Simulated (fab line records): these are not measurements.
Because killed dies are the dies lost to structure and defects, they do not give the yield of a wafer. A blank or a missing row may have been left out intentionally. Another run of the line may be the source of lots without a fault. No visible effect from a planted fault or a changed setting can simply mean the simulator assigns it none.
Chamber matching | flow gf180mcu | GF_MIM_CVD_05 on pecvd-04: 3 sister chambers
The step deposits Si3N4, target thk 42 nm, time 29.086 s. 6 wafers are shown with their chamber, then 11 later ones without.

WAFERS PAIRED WITH THEIR CHAMBERS
wafer  | chamber | heater power w (W)
L084.2 | 0       | 781
L089.2 | 0       | 708
L089.3 | 1       | 640
L091.4 | 2       | 570
L091.6 | 1       | 624
L093.2 | 2       | 544

WAFERS MISSING THEIR CHAMBER
wafer  | heater power w (W)
L093.4 | 746
L093.5 | 548
L094.2 | 591
L094.5 | 748
L094.6 | 658
L096.3 | 734
L096.4 | 719
L096.6 | 700
L097.1 | 624
L097.5 | 583
L097.6 | 603

CHAMBER TAKEN BY EACH
wafer  | from the rows above     | in truth
L093.4 | 0                       | 0
L093.5 | 2                       | 2
L094.2 | can't be placed: 2 or 1 | 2
L094.5 | 0                       | 0
L094.6 | can't be placed: 1 or 0 | 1
L096.3 | 0                       | 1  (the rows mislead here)
L096.4 | can't be placed: 0 or 1 | 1
L096.6 | can't be placed: 0 or 1 | 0
L097.1 | can't be placed: 1 or 2 | 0
L097.5 | can't be placed: 2 or 1 | 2
L097.6 | can't be placed: 1 or 2 | 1
Correct placement for 3 of the 11. Unplaceable from these rows: 7, with the true chamber sitting among the candidates in 6. Number placed wrongly: 1.
How it was worked out, from the rows above alone: a wafer's distance from a chamber is the root of the sum, over the readings, of the square of ((its reading less the chamber's mean) divided by the reading's scatter). If the next closest chamber is less than 2 further off than the closest, the wafer can't be placed; otherwise it belongs to the closest. For every chamber, the mean is computed from those of its wafers that are shown. The scatter: the root of (the sum of the squares of (reading less its chamber's mean) over the shown wafers, divided by (wafers less chambers)).
